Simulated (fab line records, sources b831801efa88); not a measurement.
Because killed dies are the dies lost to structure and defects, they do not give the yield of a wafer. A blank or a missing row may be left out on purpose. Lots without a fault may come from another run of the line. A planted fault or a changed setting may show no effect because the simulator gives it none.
What tool caused it? + flow sky130 + Sampling: 6 lots, 18 wafers, 2 of 708 route steps

## WHAT THE GAUGES READ, wafer by wafer
SKY_VT_ADJUST_HVTR_CD_MEAS_07 targets a cd of 380 nm.
| lot  | measured     | on        | cd nm (nm)        |
|------|--------------|-----------|-------------------|
| L456 | day 10 05:56 | cd sem-01 | 378.8 380.2 381.8 |
| L458 | day 10 16:52 | cd sem-02 | 379.8 379.1 378.9 |
| L462 | day 11 22:15 | cd sem-02 | 375.6 377.5 378.4 |
| L467 | day 13 07:44 | cd sem-01 | 373.9 372.1 376.5 |
| L470 | day 14 13:05 | cd sem-02 | 381.1 381.0 383.0 |
| L476 | day 16 10:42 | cd sem-02 | 377.5 378.2 377.0 |

## WHICH TOOL RAN EACH LOT (tool, then ch and the chambers of the sampled wafers, then the start)
| lot  | SKY_VT_ADJUST_NCORE_STRIP_10         |
|------|--------------------------------------|
| L456 | plasma asher-04 ch 0,1, day 9 09:45  |
| L458 | plasma asher-01 ch 0,1, day 9 20:14  |
| L462 | plasma asher-04 ch 0,1, day 10 23:08 |
| L467 | plasma asher-04 ch 0,1, day 12 06:59 |
| L470 | plasma asher-01 ch 0, day 13 11:50   |
| L476 | plasma asher-03 ch 0,1, day 15 07:08 |
- SKY_VT_ADJUST_NCORE_STRIP_10: strips in O2/N2.

## THE ANSWER, worked out from the rows above alone
Rule: the usual values come from the lots themselves. Put in order of their means at a reading, lots are off if they are a third of the lots or fewer, leave a main group of 4 or more, and stand apart from it by a gap of 3 or more times the standard deviation of the main group's means; of several such gaps the widest counts. The tables above print the reading to a certain number of digits; a main group whose means all agree to those digits is not used. A lot without any number at a reading at which 4 lots or more have one is off too. Where the step has rows for the other lots, those lots are counted as sound.
Nothing can be told from this: no lot is off at any reading shown.

## WHAT THE SIMULATOR PUT IN
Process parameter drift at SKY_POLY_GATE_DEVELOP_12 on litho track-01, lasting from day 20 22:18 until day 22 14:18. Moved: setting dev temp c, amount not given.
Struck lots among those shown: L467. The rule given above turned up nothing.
